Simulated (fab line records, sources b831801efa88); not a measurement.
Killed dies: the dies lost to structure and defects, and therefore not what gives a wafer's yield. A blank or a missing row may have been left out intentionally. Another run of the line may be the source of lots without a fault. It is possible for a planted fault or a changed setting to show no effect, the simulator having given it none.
2 desks, one fault + flow sky130 + numbers are kept per desk, each desk with only its own; the story behind them comes last

== AT THE METROLOGY DESK ==
What the gauges read for every lot (on any tool): the sampled wafers with a number, averaged. Marked OUT: a lot whose mean sits more than 4 standard deviations from the usual mean, which makes it out of limits; the brackets give that distance.
Columns: A = FIELD_ISO_OXIDATION_00_THK at SKY_FIELD_ISO_THK_MEAS_02, usual 11.96 nm; B = VT_ADJUST_HVTP_TW at SKY_VT_ADJUST_HVTP_TW_MEAS_11, usual 1353; C = LDD_HVN_OVL at SKY_LDD_HVN_OVL_MEAS_07, usual -1.3 nm; D = LI_CONTACT_OVL at SKY_LI_CONTACT_OVL_MEAS_13, usual 0 nm
| lot  | first seen here | A     | B                    | C    | D   |
|------|-----------------|-------|----------------------|------|-----|
| L901 | day 2 03:02     | 11.91 | 1362                 | -2.0 | 4   |
| L902 | day 2 08:08     | 11.94 | 1348                 | -1.5 | 4   |
| L903 | day 2 13:45     | 12.20 | 1355                 | -1.2 | 3   |
| L904 | day 2 19:42     | 11.82 | 1343                 | -0.0 | -3  |
| L905 | day 2 23:47     | 12.14 | 1358                 | -1.8 | -10 |
| L906 | day 3 03:39     | 11.90 | 1351                 | 0.4  | 1   |
| L907 | day 3 10:16     | 11.76 | 30 (-99 or more) OUT | -0.6 | -3  |
| L909 | day 3 18:46     | 11.57 | 1344                 | -0.6 | -2  |
| L912 | day 4 09:38     | 11.96 | 1347                 | -0.6 | -7  |
| L918 | day 5 15:38     | 12.47 | 1356                 | 0.1  | 5   |
| L919 | day 5 21:18     | 12.11 | 1357                 | -1.3 | -2  |
| L920 | day 6 05:28     | 12.09 | 1354                 | -1.9 | -5  |
| L921 | day 6 12:41     | 11.90 | 1351                 | -0.9 | -6  |
This desk reports L907 out of limits; the earliest was L907 at day 8 11:03 (VT_ADJUST_HVTP_TW at SKY_VT_ADJUST_HVTP_TW_MEAS_11). In limits: L901, L902, L903, L904, L905, L906, L909, L912, L918, L919, L920, L921.

== THE TOOL OWNER'S DESK: plasma asher-01 ==
The tool's own readings at SKY_NWELL_STRIP_25 (strips in O2/N2): means of the sampled wafers that have a number, for each lot that ran on this tool. Marked OUT: a lot whose mean sits more than 4 standard deviations from the usual mean, which makes it out of limits; the brackets give that distance.
Columns: A = drypump motor current A at SKY_NWELL_STRIP_25, usual 5.7 A; B = o2 flow sccm at SKY_NWELL_STRIP_25, usual 2999 sccm; C = oes product au at SKY_NWELL_STRIP_25, usual 0.722 a.u.; D = strip time to endpoint s at SKY_NWELL_STRIP_25, usual 36.96 s
| lot  | first seen here | A   | B    | C               | D     |
|------|-----------------|-----|------|-----------------|-------|
| L901 | day 6 01:00     | 6.3 | 2996 | 0.722           | 37.02 |
| L902 | day 6 10:58     | 6.0 | 3000 | 0.719           | 36.92 |
| L903 | day 6 18:44     | 6.3 | 2998 | 0.722           | 36.83 |
| L905 | day 7 02:18     | 6.0 | 2995 | 0.721           | 36.79 |
| L907 | day 7 14:34     | 6.0 | 3005 | 0.952 (+47) OUT | -     |
| L919 | day 10 20:29    | 6.3 | 3003 | 0.726           | 36.95 |
| L918 | day 10 21:24    | 6.2 | 2996 | 0.721           | 37.01 |
This desk finds L907 out of limits, L907 being first, at day 7 14:34 (oes product au at SKY_NWELL_STRIP_25). In limits: L901, L902, L903, L905, L919, L918.

== BROUGHT TOGETHER ==
An alarm could have come from the tool owner's desk at day 7 14:34, on L907.
At day 8 11:03 the metrology desk could have sounded an alarm, on L907.
All the named lots went through SKY_NWELL_STRIP_25 on plasma asher-01.

== WHAT THE SIMULATOR HAD INSERTED ==
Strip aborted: plasma asher-01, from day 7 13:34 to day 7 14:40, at SKY_NWELL_STRIP_25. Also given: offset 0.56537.
Struck lots among those shown: L907.
Hours from the fault's start to each desk's first reading out of limits: the tool owner's desk, 1; the metrology desk, 21.
